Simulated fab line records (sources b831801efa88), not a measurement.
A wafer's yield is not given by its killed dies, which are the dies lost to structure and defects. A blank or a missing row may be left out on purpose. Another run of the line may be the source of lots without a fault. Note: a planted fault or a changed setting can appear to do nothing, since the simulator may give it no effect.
fab line records | flow sky130
record lots=14 | wafers=42 | last_day=50
route steps=708 shown VT_ADJUST_NCORE@126 VT_ADJUST_HVTR@138 VT_ADJUST_PCH@150 GATE_OXIDE@200 PAD_OPEN@708
lots that met no fault: taken from a fault-free run of the same line
start_h: start of the lot's first displayed wafer, in hours after the record's first day | wait_h: hours from the lot's prior step to this one | " identical to the entry in the row above | L1.1+2: several wafers, shown together as one row | - value missing, or start not given | * or withheld: withheld | < > ~ a bound
route shown NAME@n: a module of which the file shows steps, and the number in the route of the first | usual: mean and standard deviation over wafers with no fault | same: alike in all rows | chamber/n: place in a boat | sites: per-site readings | _std_site: standard deviation across them | _edge_site: outer sites' mean less inner sites' | radius_mm: how far each site lies from the wafer's centre | mask NAME#n: copy n | behind: the tool/chamber that last shaped the wafer | hold: what put the lot on hold/how long, in hours/how the hold closed | device: the transistor (n, p or np) that didn't switch | end of line: tests run on the same wafers once the route is complete | for a step that has no rows: nothing shown but its recipe | killed: the dies lost at the first sort to structure and to defects; this is not the yield of the wafer | map: the dies of a wafer, with x for killed, . for not killed, _ for no die there
set.NAME: the setting that was run; set.NAME@STEP: the one run at that earlier step | model.NAME: the simulator's own value behind a step, which no gauge read
the route's steps for a sample of lots (tables are steps, rows are wafers)
services: from which hour (start_h, from the record's first day; less than 0 if before it) a tool's chamber was out of use, for how many hours, and why
## steps
# step SKY_VT_ADJUST_NCORE_CD_MEAS_07
# recipe target_cd_nm=380
# usual cd_nm=378.7/2.2
lot.wafer | tool      | chamber | start_h | wait_h | cd_nm
L628.4    | cd_sem-01 | -       | 180.84  | 0.1    | 378.7
L628.5    | "         | -       | "       | "      | 379.1
L628.6    | "         | -       | "       | "      | 375.6
L629.4    | cd_sem-01 | -       | 189.69  | 0.1    | 376.8
L629.5    | "         | -       | "       | "      | 376.2
L629.6    | "         | -       | "       | "      | 379.2
L630.3    | cd_sem-02 | -       | 199.11  | 0.1    | 379.5
L630.4    | "         | -       | "       | "      | 375.3
L630.6    | "         | -       | "       | "      | 376.3
L637.2    | cd_sem-02 | -       | 242.67  | 0.1    | 379.2
L637.3    | "         | -       | "       | "      | 381.2
L637.6    | "         | -       | "       | "      | 380.1
L638.1    | cd_sem-01 | -       | 245.52  | 0.1    | 382.6
L638.3    | "         | -       | "       | "      | 378.4
L638.6    | "         | -       | "       | "      | 379.6
L639.1    | cd_sem-01 | -       | 259.17  | 0.1    | 380.2
L639.2    | "         | -       | "       | "      | 377.6
L639.6    | "         | -       | "       | "      | 379.3
L640.1    | cd_sem-02 | -       | 262.63  | 0.1    | 374.9
L640.3    | "         | -       | "       | "      | 379.4
L640.5    | "         | -       | "       | "      | 377.3
L642.1    | cd_sem-01 | -       | 279.48  | 0.1    | 382.6
L642.2    | "         | -       | "       | "      | 384.9
L642.3    | "         | -       | "       | "      | 383.4
L644.1    | cd_sem-01 | -       | 301.07  | 0.1    | 376.3
L644.5    | "         | -       | "       | "      | 379.5
L644.6    | "         | -       | "       | "      | 378.2
L645.1    | cd_sem-01 | -       | 309.07  | 0.1    | 378.2
L645.2    | "         | -       | "       | "      | 379.6
L645.5    | "         | -       | "       | "      | 378.0
L646.1    | cd_sem-01 | -       | 316.87  | 0.1    | 381.8
L646.3    | "         | -       | "       | "      | 380.0
L646.4    | "         | -       | "       | "      | 378.6
L648.1    | cd_sem-02 | -       | 318.40  | 0.1    | 376.9
L648.4    | "         | -       | "       | "      | 377.8
L648.6    | "         | -       | "       | "      | 378.1
L649.1    | cd_sem-01 | -       | 346.07  | 0.1    | 379.3
L649.4    | "         | -       | "       | "      | 379.0
L649.5    | "         | -       | "       | "      | 381.4
L651.1    | cd_sem-02 | -       | 350.38  | 0.1    | 382.6
L651.3    | "         | -       | "       | "      | 380.3
L651.5    | "         | -       | "       | "      | 380.5
# step SKY_VT_ADJUST_HVTR_CD_MEAS_07
# recipe target_cd_nm=380
# usual cd_nm=379.6/3
lot.wafer | tool      | chamber | start_h | wait_h | cd_nm
L628.4    | cd_sem-02 | -       | 202.71  | 0.1    | 381.4
L628.5    | "         | -       | "       | "      | 379.1
L628.6    | "         | -       | "       | "      | 380.7
L629.4    | cd_sem-01 | -       | 211.40  | 0.1    | 375.3
L629.5    | "         | -       | "       | "      | 377.0
L629.6    | "         | -       | "       | "      | 376.6
L630.3    | cd_sem-02 | -       | 220.49  | 0.1    | 381.3
L630.4    | "         | -       | "       | "      | 380.3
L630.6    | "         | -       | "       | "      | 380.5
L637.2    | cd_sem-01 | -       | 265.96  | 0.1    | 380.6
L637.3    | "         | -       | "       | "      | 381.6
L637.6    | "         | -       | "       | "      | 380.0
L638.1    | cd_sem-01 | -       | 268.25  | 0.1    | 385.0
L638.3    | "         | -       | "       | "      | 387.6
L638.6    | "         | -       | "       | "      | 386.7
L639.1    | cd_sem-01 | -       | 282.55  | 0.1    | 379.7
L639.2    | "         | -       | "       | "      | 378.7
L639.6    | "         | -       | "       | "      | 379.7
L640.1    | cd_sem-02 | -       | 286.43  | 0.1    | 384.9
L640.3    | "         | -       | "       | "      | 384.3
L640.5    | "         | -       | "       | "      | 383.5
L642.1    | cd_sem-02 | -       | 305.44  | 0.1    | 372.5
L642.2    | "         | -       | "       | "      | 376.2
L642.3    | "         | -       | "       | "      | 375.2
L644.1    | cd_sem-02 | -       | 326.25  | 0.1    | 379.2
L644.5    | "         | -       | "       | "      | 377.2
L644.6    | "         | -       | "       | "      | 377.0
L645.1    | cd_sem-01 | -       | 333.64  | 0.1    | 381.6
L645.2    | "         | -       | "       | "      | 381.0
L645.5    | "         | -       | "       | "      | 380.5
L646.1    | cd_sem-02 | -       | 343.63  | 0.1    | 376.6
L646.3    | "         | -       | "       | "      | 374.0
L646.4    | "         | -       | "       | "      | 376.2
L648.1    | cd_sem-02 | -       | 344.90  | 0.1    | 380.5
L648.4    | "         | -       | "       | "      | 380.4
L648.6    | "         | -       | "       | "      | 378.6
L649.1    | cd_sem-01 | -       | 373.79  | 0.1    | 379.0
L649.4    | "         | -       | "       | "      | 379.3
L649.5    | "         | -       | "       | "      | 378.7
L651.1    | cd_sem-02 | -       | 377.93  | 0.1    | 381.8
L651.3    | "         | -       | "       | "      | 380.8
L651.5    | "         | -       | "       | "      | 382.0
# step SKY_VT_ADJUST_PCH_OVL_MEAS_07
# usual VT_ADJUST_PCH_OVL=-0.9/1.5
lot.wafer | tool       | chamber | start_h | wait_h | VT_ADJUST_PCH_OVL[nm]
L628.4    | overlay-01 | -       | 224.17  | -      | -3.9
L628.5    | "          | -       | "       | "      | -1.1
L628.6    | "          | -       | "       | "      | 0.3
L629.4    | overlay-02 | -       | 233.20  | -      | 1.7
L629.5    | "          | -       | "       | "      | 0.0
L629.6    | "          | -       | "       | "      | 0.6
L630.3    | overlay-01 | -       | 243.85  | -      | -0.2
L630.4    | "          | -       | "       | "      | 0.2
L630.6    | "          | -       | "       | "      | -1.8
L637.2    | overlay-02 | -       | 289.43  | -      | 0.3
L637.3    | "          | -       | "       | "      | 0.9
L637.6    | "          | -       | "       | "      | 1.9
L638.1    | overlay-02 | -       | 292.44  | -      | -0.6
L638.3    | "          | -       | "       | "      | -0.2
L638.6    | "          | -       | "       | "      | -1.6
L639.1    | overlay-01 | -       | 306.70  | -      | -2.4
L639.2    | "          | -       | "       | "      | -3.0
L639.6    | "          | -       | "       | "      | -0.7
L640.1    | overlay-01 | -       | 311.75  | -      | -1.3
L640.3    | "          | -       | "       | "      | -0.7
L640.5    | "          | -       | "       | "      | -0.1
L642.1    | overlay-02 | -       | 331.35  | -      | -2.7
L642.2    | "          | -       | "       | "      | -3.0
L642.3    | "          | -       | "       | "      | -0.3
L644.1    | overlay-01 | -       | 354.04  | -      | -1.1
L644.5    | "          | -       | "       | "      | -1.4
L644.6    | "          | -       | "       | "      | -2.2
L645.1    | overlay-01 | -       | 361.10  | -      | -1.7
L645.2    | "          | -       | "       | "      | -3.3
L645.5    | "          | -       | "       | "      | -2.2
L646.1    | overlay-02 | -       | 371.57  | -      | 0.7
L646.3    | "          | -       | "       | "      | -1.0
L646.4    | "          | -       | "       | "      | -0.9
L648.1    | overlay-01 | -       | 372.79  | -      | -1.7
L648.4    | "          | -       | "       | "      | -2.5
L648.6    | "          | -       | "       | "      | -2.9
L649.1    | overlay-02 | -       | 403.24  | -      | -0.8
L649.4    | "          | -       | "       | "      | -2.6
L649.5    | "          | -       | "       | "      | -1.8
L651.1    | overlay-02 | -       | 406.87  | -      | -0.4
L651.3    | "          | -       | "       | "      | -0.1
L651.5    | "          | -       | "       | "      | 0.2
# step SKY_GATE_OXIDE_STRIP_13
# recipe chemistry=O2/N2 | power_w=1400 | pressure_mtorr=1500 | platen_temp_c=withheld | o2_flow_sccm=3000 | n2_flow_sccm=300 | overash_fraction=0.5
# usual chamber_pressure_mTorr=1499.9/1.3 | drypump_motor_current_A=6.0/0.48 | oes_product_au=0.715/0.0044 | strip_time_to_endpoint_s=14.19/0.036
lot.wafer | tool            | chamber | start_h | wait_h | chamber_pressure_mTorr | drypump_motor_current_A | oes_product_au | rf_hours_counter_h | strip_time_to_endpoint_s
L628.4    | plasma_asher-01 | 0       | 319.62  | 0.0    | 1497.5                 | 5.5                     | 0.715          | -                  | 14.18
L628.5    | "               | 0       | "       | "      | 1498.3                 | 5.5                     | 0.716          | -                  | 14.19
L628.6    | "               | 1       | "       | "      | 1500.2                 | 6.4                     | 0.714          | -                  | 14.20
L629.4    | plasma_asher-02 | 1       | 319.92  | 0.0    | 1499.8                 | 6.5                     | 0.713          | -                  | 14.19
L629.5    | "               | 1       | "       | "      | 1499.9                 | 6.5                     | 0.717          | -                  | 14.19
L629.6    | "               | 0       | "       | "      | 1499.8                 | 5.5                     | 0.718          | -                  | 14.18
L630.3    | plasma_asher-01 | 0       | 329.25  | 0.0    | 1497.0                 | 5.5                     | 0.715          | -                  | 14.19
L630.4    | "               | 1       | "       | "      | 1501.0                 | 6.4                     | 0.715          | -                  | 14.19
L630.6    | "               | 0       | "       | "      | 1500.5                 | 5.5                     | 0.713          | -                  | 14.19
L637.2    | plasma_asher-01 | 0       | 381.65  | 0.0    | -                      | -                       | -              | -                  | -
L637.3    | "               | 0       | "       | "      | -                      | -                       | -              | -                  | -
L637.6    | "               | 1       | "       | "      | -                      | -                       | -              | -                  | -
L638.1    | plasma_asher-03 | 1       | 382.30  | 0.0    | -                      | -                       | -              | -                  | -
L638.3    | "               | 0       | "       | "      | -                      | -                       | -              | -                  | -
L638.6    | "               | 1       | "       | "      | -                      | -                       | -              | -                  | -
L639.1    | plasma_asher-02 | 0       | 394.06  | 0.0    | -                      | -                       | -              | -                  | -
L639.2    | "               | 1       | "       | "      | -                      | -                       | -              | -                  | -
L639.6    | "               | 0       | "       | "      | -                      | -                       | -              | -                  | -
L640.1    | plasma_asher-01 | 1       | 400.61  | 0.0    | 1500.7                 | 6.4                     | 0.718          | 29                 | 14.22
L640.3    | "               | 1       | "       | "      | 1501.2                 | 6.4                     | 0.711          | -                  | 14.18
L640.5    | "               | 1       | "       | "      | 1499.6                 | 6.4                     | 0.715          | -                  | 14.20
L642.1    | plasma_asher-01 | 1       | 428.02  | 0.0    | 1498.6                 | 6.4                     | 0.719          | 32                 | 14.13
L642.2    | "               | 0       | "       | "      | 1497.9                 | 5.5                     | 0.714          | 32                 | 14.14
L642.3    | "               | 0       | "       | "      | 1501.0                 | 5.5                     | 0.722          | -                  | 14.10
L644.1    | plasma_asher-02 | 1       | 454.61  | 0.0    | 1500.7                 | 6.4                     | 0.717          | 76                 | 14.24
L644.5    | "               | 0       | "       | "      | 1500.8                 | 5.4                     | 0.720          | -                  | 14.21
L644.6    | "               | 1       | "       | "      | 1501.7                 | 6.4                     | 0.722          | -                  | 14.21
L645.1    | plasma_asher-02 | 0       | 462.27  | 0.0    | 1500.7                 | 5.5                     | 0.722          | 77                 | 14.11
L645.2    | "               | 1       | "       | "      | 1501.0                 | 6.4                     | 0.713          | 77                 | 14.10
L645.5    | "               | 0       | "       | "      | 1500.7                 | 5.4                     | 0.719          | -                  | 14.14
L646.1    | plasma_asher-03 | 1       | 475.19  | 0.0    | 1498.4                 | 6.5                     | 0.720          | 56                 | 14.22
L646.3    | "               | 1       | "       | "      | 1499.7                 | 6.5                     | 0.721          | -                  | 14.20
L646.4    | "               | 0       | "       | "      | 1502.2                 | 5.5                     | 0.718          | -                  | 14.19
L648.1    | plasma_asher-02 | 0       | 475.37  | 0.0    | 1498.5                 | 5.4                     | 0.717          | 78                 | 14.20
L648.4    | "               | 1       | "       | "      | 1497.2                 | 6.5                     | 0.718          | -                  | 14.21
L648.6    | "               | 0       | "       | "      | 1498.4                 | 5.5                     | 0.714          | -                  | 14.25
L649.1    | plasma_asher-02 | 1       | 503.03  | 0.0    | 1498.4                 | 6.4                     | 0.722          | 81                 | 14.22
L649.4    | "               | 1       | "       | "      | 1499.9                 | 6.5                     | 0.711          | -                  | 14.17
L649.5    | "               | 1       | "       | "      | 1499.6                 | 6.4                     | 0.718          | -                  | 14.21
L651.1    | plasma_asher-02 | 0       | 505.39  | 0.0    | 1499.5                 | 5.4                     | 0.714          | 81                 | 14.28
L651.3    | "               | 1       | "       | "      | 1500.1                 | 6.4                     | 0.716          | -                  | 14.24
L651.5    | "               | 0       | "       | "      | 1500.0                 | 5.4                     | 0.716          | -                  | 14.30
# step SKY_PAD_OPEN_PROBE_99
# usual killed_at_M0_to_M3=43/5.9 | killed_at_M4_up=3.3/1.9 | killed_at_contacts=24/5.6 | killed_at_front_end=15/4.1 | killed_at_other=0.4/0.66 | killed_dies=86/9 | killed_on_rim=17/3.7 | killed_open=47/6.9 | killed_short=39/6.2
# same gross_dies=492 | killed_at_back_side=0
lot.wafer | tool      | chamber | start_h | wait_h | killed_at_M0_to_M3 | killed_at_M4_up | killed_at_contacts | killed_at_front_end | killed_at_other | killed_dies | killed_on_rim | killed_open | killed_short
L637.2    | prober-02 | -       | 1123.36 | 0.1    | 50                 | 3               | 31                 | 408                 | 0               | 492         | 96            | 54          | 52
L637.3    | prober-02 | -       | 1123.41 | 0.2    | 47                 | 2               | 17                 | 426                 | 0               | 492         | 96            | 38          | 40
L637.6    | prober-02 | -       | 1123.56 | 0.2    | 44                 | 1               | 18                 | 429                 | 0               | 492         | 96            | 37          | 40
L638.1    | prober-01 | -       | 1126.04 | 0.1    | 45                 | 3               | 16                 | 426                 | 2               | 492         | 96            | 43          | 40
L638.3    | prober-01 | -       | 1126.14 | 0.2    | 42                 | 5               | 23                 | 422                 | 0               | 492         | 96            | 47          | 35
L638.6    | prober-01 | -       | 1126.29 | 0.2    | 48                 | 2               | 19                 | 423                 | 0               | 492         | 96            | 39          | 38
L639.1    | prober-01 | -       | 1132.15 | 0.1    | 41                 | 3               | 21                 | 427                 | 0               | 492         | 96            | 54          | 30
L639.2    | prober-01 | -       | 1132.20 | 0.1    | 47                 | 3               | 16                 | 424                 | 2               | 492         | 96            | 46          | 35
L639.6    | prober-01 | -       | 1132.40 | 0.2    | 46                 | 5               | 33                 | 408                 | 0               | 492         | 96            | 55          | 42
L640.1    | prober-02 | -       | 1145.72 | 0.1    | 37                 | 1               | 25                 | 9                   | 0               | 72          | 17            | 46          | 25
L640.3    | prober-02 | -       | 1145.82 | 0.2    | 39                 | 2               | 39                 | 11                  | 1               | 92          | 19            | 45          | 47
L640.5    | prober-02 | -       | 1145.92 | 0.2    | 34                 | 2               | 22                 | 15                  | 2               | 75          | 16            | 28          | 47
L642.1    | prober-01 | -       | 1157.70 | 0.1    | 45                 | 5               | 17                 | 15                  | 1               | 83          | 23            | 43          | 39
L642.2    | prober-01 | -       | 1157.75 | 0.1    | 42                 | 3               | 19                 | 22                  | 0               | 86          | 18            | 47          | 39
L642.3    | prober-01 | -       | 1157.80 | 0.2    | 51                 | 3               | 24                 | 15                  | 0               | 93          | 25            | 56          | 36
L644.1    | prober-01 | -       | 1167.87 | 0.1    | 45                 | 2               | 28                 | 15                  | 1               | 91          | 17            | 55          | 36
L644.5    | prober-01 | -       | 1168.07 | 0.2    | 47                 | 5               | 21                 | 20                  | 0               | 93          | 19            | 46          | 47
L644.6    | prober-01 | -       | 1168.12 | 0.2    | 42                 | 3               | 41                 | 9                   | 0               | 95          | 22            | 45          | 49
L645.1    | prober-02 | -       | 1176.68 | 0.1    | 34                 | 2               | 20                 | 12                  | 1               | 69          | 16            | 41          | 24
L645.2    | prober-02 | -       | 1176.73 | 0.1    | 38                 | 8               | 21                 | 16                  | 0               | 83          | 19            | 45          | 36
L645.5    | prober-02 | -       | 1176.88 | 0.2    | 39                 | 2               | 25                 | 12                  | 1               | 79          | 16            | 42          | 37
L646.1    | prober-02 | -       | 1179.62 | 0.1    | 44                 | 6               | 17                 | 18                  | 0               | 85          | 10            | 42          | 43
L646.3    | prober-02 | -       | 1179.72 | 0.2    | 42                 | 4               | 24                 | 19                  | 2               | 91          | 19            | 51          | 39
L646.4    | prober-02 | -       | 1179.77 | 0.2    | 39                 | 6               | 21                 | 14                  | 0               | 80          | 22            | 45          | 35
L648.1    | prober-01 | -       | 1183.57 | 0.1    | 55                 | 3               | 31                 | 10                  | 0               | 99          | 22            | 55          | 44
L648.4    | prober-01 | -       | 1183.72 | 0.2    | 35                 | 3               | 25                 | 16                  | 0               | 79          | 16            | 45          | 34
L648.6    | prober-01 | -       | 1183.82 | 0.2    | 50                 | 2               | 18                 | 14                  | 0               | 84          | 17            | 46          | 38
L649.1    | prober-02 | -       | 1199.21 | 0.1    | 38                 | 3               | 23                 | 13                  | 0               | 77          | 14            | 51          | 26
L649.4    | prober-02 | -       | 1199.36 | 0.2    | 48                 | 3               | 28                 | 17                  | 0               | 96          | 14            | 52          | 43
L649.5    | prober-02 | -       | 1199.41 | 0.2    | 51                 | 0               | 30                 | 20                  | 0               | 101         | 20            | 67          | 34
L651.1    | prober-01 | -       | 1200.35 | 0.1    | 46                 | 1               | 26                 | 9                   | 0               | 82          | 18            | 47          | 35
L651.3    | prober-01 | -       | 1200.45 | 0.2    | 37                 | 6               | 22                 | 15                  | 0               | 80          | 14            | 47          | 33
L651.5    | prober-01 | -       | 1200.55 | 0.2    | 35                 | 3               | 21                 | 20                  | 1               | 80          | 14            | 40          | 40
# killed by level:class
L637.2 POLY_GATE:area_cvd=214 GATE_OXIDE:area_oxidation=172 CONTACT:geometric_particle:open=16 FIELD_ISO:geometric_particle:open=7 METAL1:geometric_particle:short=7 VIA1:geometric_particle:open=7 FIELD_ISO:geometric_particle:short=6 CONTACT:geometric_particle:short=6
L637.3 GATE_OXIDE:area_oxidation=214 POLY_GATE:area_cvd=200 VIA1:geometric_particle:open=11 METAL2:geometric_particle:short=9 CONTACT:geometric_particle:open=9 VIA2:geometric_particle:open=6 METAL3:geometric_particle:short=5 FIELD_ISO:geometric_particle:short=4
L637.6 GATE_OXIDE:area_oxidation=216 POLY_GATE:area_cvd=199 VIA2:geometric_particle:open=8 METAL2:geometric_particle:short=8 CONTACT:geometric_particle:open=7 VIA1:geometric_particle:open=7 VIA3:geometric_particle:short=7 FIELD_ISO:geometric_particle:open=5
L638.1 POLY_GATE:area_cvd=220 GATE_OXIDE:area_oxidation=189 VIA1:geometric_particle:open=9 VIA2:geometric_particle:open=8 POLY_GATE:geometric_particle:short=6 CONTACT:geometric_particle:open=6 VIA1:geometric_particle:short=6 METAL2:geometric_particle:short=6
L638.3 POLY_GATE:area_cvd=219 GATE_OXIDE:area_oxidation=191 VIA2:geometric_particle:open=13 CONTACT:geometric_particle:open=8 VIA1:geometric_particle:open=8 METAL2:geometric_particle:short=6 POLY_GATE:geometric_particle:open=5 LI_CONTACT:geometric_particle:open=5
L638.6 GATE_OXIDE:area_oxidation=209 POLY_GATE:area_cvd=206 VIA1:geometric_particle:open=11 METAL2:geometric_particle:short=9 CONTACT:geometric_particle:open=7 VIA2:geometric_particle:open=7 LI_CONTACT:geometric_particle:open=6 VIA1:geometric_particle:short=5
L639.1 GATE_OXIDE:area_oxidation=206 POLY_GATE:area_cvd=202 VIA1:geometric_particle:open=11 LI_CONTACT:geometric_particle:open=10 VIA2:geometric_particle:open=9 FIELD_ISO:geometric_particle:short=6 CONTACT:geometric_particle:open=6 POLY_GATE:geometric_particle:short=5
L639.2 POLY_GATE:area_cvd=223 GATE_OXIDE:area_oxidation=188 VIA1:geometric_particle:open=14 VIA2:geometric_particle:open=9 LI_CONTACT:geometric_particle:open=5 LOCAL_INTERCONNECT:geometric_particle:short=5 VIA1:geometric_particle:short=5 METAL1:geometric_particle:short=4
L639.6 POLY_GATE:area_cvd=212 GATE_OXIDE:area_oxidation=183 VIA1:geometric_particle:open=14 CONTACT:geometric_particle:open=12 CONTACT:geometric_particle:short=9 LI_CONTACT:geometric_particle:open=8 VIA3:geometric_particle:open=7 METAL2:geometric_particle:short=6
L640.1 VIA1:geometric_particle:open=11 CONTACT:geometric_particle:open=8 LI_CONTACT:geometric_particle:open=7 VIA2:geometric_particle:open=5 LOCAL_INTERCONNECT:geometric_particle:short=4 CONTACT:geometric_particle:short=4 FIELD_ISO:geometric_particle:open=3 VIA1:geometric_particle:short=3
L640.3 LI_CONTACT:geometric_particle:open=15 CONTACT:geometric_particle:open=11 METAL1:geometric_particle:short=7 VIA2:geometric_particle:open=7 METAL2:geometric_particle:short=6 LI_CONTACT:geometric_particle:short=5 CONTACT:geometric_particle:short=5 VIA1:geometric_particle:open=5
L640.5 METAL2:geometric_particle:short=9 LI_CONTACT:geometric_particle:open=7 FIELD_ISO:geometric_particle:short=6 LOCAL_INTERCONNECT:geometric_particle:short=5 VIA2:geometric_particle:open=5 LI_CONTACT:geometric_particle:short=4 METAL1:geometric_particle:short=4 VIA2:geometric_particle:short=4
L642.1 VIA1:geometric_particle:open=11 POLY_GATE:geometric_particle:open=10 METAL2:geometric_particle:short=9 CONTACT:geometric_particle:open=7 VIA3:geometric_particle:open=6 VIA1:geometric_particle:short=5 CONTACT:geometric_particle:short=4 FIELD_ISO:geometric_particle:short=3
L642.2 VIA1:geometric_particle:open=11 CONTACT:geometric_particle:open=10 FIELD_ISO:geometric_particle:open=8 METAL2:geometric_particle:short=7 VIA2:geometric_particle:open=6 FIELD_ISO:geometric_particle:short=4 VIA1:geometric_particle:short=4 POLY_GATE:geometric_particle:short=4
L642.3 CONTACT:geometric_particle:open=10 VIA2:geometric_particle:open=9 VIA1:geometric_particle:open=8 METAL2:geometric_particle:short=8 POLY_GATE:geometric_particle:short=6 LI_CONTACT:geometric_particle:open=6 VIA3:geometric_particle:open=6 FIELD_ISO:geometric_particle:open=4
L644.1 VIA1:geometric_particle:open=14 CONTACT:geometric_particle:open=11 POLY_GATE:geometric_particle:open=8 LI_CONTACT:geometric_particle:open=8 METAL1:geometric_particle:short=7 CONTACT:geometric_particle:short=6 VIA3:geometric_particle:open=6 VIA1:geometric_particle:short=4
L644.5 CONTACT:geometric_particle:open=9 POLY_GATE:geometric_particle:short=7 METAL1:geometric_particle:short=7 POLY_GATE:geometric_particle:open=6 METAL2:geometric_particle:short=6 VIA2:geometric_particle:short=6 LI_CONTACT:geometric_particle:open=5 VIA2:geometric_particle:open=5
L644.6 CONTACT:geometric_particle:short=10 CONTACT:geometric_particle:open=10 VIA1:geometric_particle:open=10 LI_CONTACT:geometric_particle:open=9 VIA2:geometric_particle:open=9 LOCAL_INTERCONNECT:geometric_particle:short=8 VIA1:geometric_particle:short=6 METAL2:geometric_particle:short=5
L645.1 VIA2:geometric_particle:open=8 CONTACT:geometric_particle:open=8 LI_CONTACT:geometric_particle:open=6 VIA1:geometric_particle:open=6 METAL2:geometric_particle:short=6 VIA3:geometric_particle:open=5 FIELD_ISO:geometric_particle:open=4 CONTACT:geometric_particle:short=4
L645.2 VIA2:geometric_particle:open=11 LI_CONTACT:geometric_particle:open=7 VIA1:geometric_particle:short=5 METAL2:geometric_particle:short=5 VIA3:geometric_particle:open=5 METAL4:geometric_particle:short=5 POLY_GATE:geometric_particle:open=4 POLY_GATE:geometric_particle:short=4
L645.5 CONTACT:geometric_particle:open=15 METAL1:geometric_particle:short=10 VIA1:geometric_particle:open=8 METAL2:geometric_particle:short=7 CONTACT:geometric_particle:short=4 VIA2:geometric_particle:open=4 VIA3:geometric_particle:short=4 POLY_GATE:geometric_particle:open=3
L646.1 VIA1:geometric_particle:open=20 FIELD_ISO:geometric_particle:short=7 POLY_GATE:geometric_particle:short=6 METAL1:geometric_particle:short=6 VIA2:geometric_particle:open=5 LI_CONTACT:geometric_particle:open=5 CONTACT:geometric_particle:short=5 METAL4:geometric_particle:short=5
L646.3 VIA1:geometric_particle:open=11 CONTACT:geometric_particle:open=8 METAL1:geometric_particle:short=7 POLY_GATE:geometric_particle:open=6 LI_CONTACT:geometric_particle:open=6 VIA3:geometric_particle:open=6 SPACER:geometric_particle:short=4 SPACER:geometric_particle:open=4
L646.4 VIA1:geometric_particle:open=9 CONTACT:geometric_particle:open=8 VIA3:geometric_particle:open=7 METAL1:geometric_particle:short=6 METAL4:geometric_particle:short=5 FIELD_ISO:geometric_particle:short=4 LI_CONTACT:geometric_particle:open=4 METAL1:geometric_particle:open=4
L648.1 VIA1:geometric_particle:open=15 LI_CONTACT:geometric_particle:open=9 CONTACT:geometric_particle:short=9 VIA3:geometric_particle:open=7 METAL1:geometric_particle:short=6 METAL2:geometric_particle:short=6 CONTACT:geometric_particle:open=5 VIA2:geometric_particle:open=5
L648.4 CONTACT:geometric_particle:open=13 VIA1:geometric_particle:open=10 VIA1:geometric_particle:short=7 VIA2:geometric_particle:open=7 FIELD_ISO:geometric_particle:short=5 LOCAL_INTERCONNECT:geometric_particle:short=5 FIELD_ISO:geometric_particle:open=4 LI_CONTACT:geometric_particle:open=4
L648.6 VIA1:geometric_particle:open=12 VIA3:geometric_particle:open=9 CONTACT:geometric_particle:open=7 METAL2:geometric_particle:short=7 VIA1:geometric_particle:short=7 FIELD_ISO:geometric_particle:short=5 VIA2:geometric_particle:open=5 METAL1:geometric_particle:short=5
L649.1 CONTACT:geometric_particle:open=16 FIELD_ISO:geometric_particle:open=7 METAL1:geometric_particle:short=7 VIA1:geometric_particle:open=6 VIA2:geometric_particle:open=6 POLY_GATE:geometric_particle:open=5 METAL2:geometric_particle:short=5 LI_CONTACT:geometric_particle:open=4
L649.4 CONTACT:geometric_particle:open=11 FIELD_ISO:geometric_particle:short=10 VIA1:geometric_particle:open=9 LOCAL_INTERCONNECT:geometric_particle:short=8 VIA2:geometric_particle:open=8 VIA3:geometric_particle:open=8 METAL2:geometric_particle:short=7 VIA1:geometric_particle:short=5
L649.5 VIA1:geometric_particle:open=16 LI_CONTACT:geometric_particle:open=11 VIA3:geometric_particle:open=11 CONTACT:geometric_particle:open=9 FIELD_ISO:geometric_particle:open=6 METAL3:geometric_particle:short=6 CONTACT:geometric_particle:short=5 VIA2:geometric_particle:open=5
L651.1 CONTACT:geometric_particle:open=9 LI_CONTACT:geometric_particle:open=8 VIA1:geometric_particle:open=8 VIA2:geometric_particle:open=8 METAL3:geometric_particle:short=6 VIA3:geometric_particle:open=6 METAL2:geometric_particle:short=5 METAL1:geometric_particle:short=5
L651.3 VIA1:geometric_particle:open=13 LI_CONTACT:geometric_particle:open=7 FIELD_ISO:geometric_particle:open=5 VIA2:geometric_particle:open=5 CONTACT:geometric_particle:short=4 CONTACT:geometric_particle:open=4 VIA1:geometric_particle:short=4 VIA3:geometric_particle:open=4
L651.5 CONTACT:geometric_particle:open=7 VIA1:geometric_particle:open=6 FIELD_ISO:geometric_particle:short=5 FIELD_ISO:geometric_particle:open=5 LI_CONTACT:geometric_particle:short=5 METAL2:geometric_particle:short=5 VIA3:geometric_particle:open=5 POLY_GATE:geometric_particle:short=4
## services
tool            | chamber | start_h | hours | kind
plasma_asher-02 | -       | 338.39  | 8.6   | repair
plasma_asher-01 | -       | 341.42  | 1.0   | repair
plasma_asher-02 | -       | 370.82  | 0.4   | repair
plasma_asher-02 | -       | 380.90  | 2.1   | repair
plasma_asher-03 | -       | 444.06  | 14.6  | pm
plasma_asher-02 | -       | 475.71  | 2.8   | repair
plasma_asher-03 | -       | 480.51  | 2.8   | pm
## key
first_sign step=SKY_GATE_OXIDE_STRIP_13 | reading=tool_record | direction=missing
effect step=SKY_PAD_OPEN_PROBE_99 | reading=killed_at_front_end | direction=up | sigmas=99+ | usual=15 | struck=421
more_kills_born_at SKY_POLY_GATE_CVD_00@lpcvd-01=1895 | SKY_GATE_OXIDE_OXIDATION_16@furnace-01=1768
met_at SKY_GATE_OXIDE_STRIP_13
struck_lots L637,L638,L639
later_rows_left_out L637.2,L637.3,L637.6,L638.1,L638.3,L638.6,L639.1,L639.2,L639.6
tester_left_out L637,L638,L639
not_acting_at SKY_VT_ADJUST_NCORE_CD_MEAS_07,SKY_VT_ADJUST_HVTR_CD_MEAS_07,SKY_VT_ADJUST_PCH_OVL_MEAS_07
onset_between 329.25 381.65
fault kind=skipped_step_whole | tool=plasma_asher-01,plasma_asher-02,plasma_asher-03 | chamber=- | onset_h=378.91 | steps=SKY_GATE_OXIDE_STRIP_13 | scope=struck_lots_only
# tester_left_out: of these lots the tester's yield and bins aren't shown, on N5 and GAA mostly nor the transistor test; their killed dies are dies lost to structure and defects alone, not to doping, threshold or leakage, so they don't give the yield
# later_rows_left_out: the simulator's readings of these wafers behind a module that went badly wrong aren't trusted and aren't shown, but for the sort
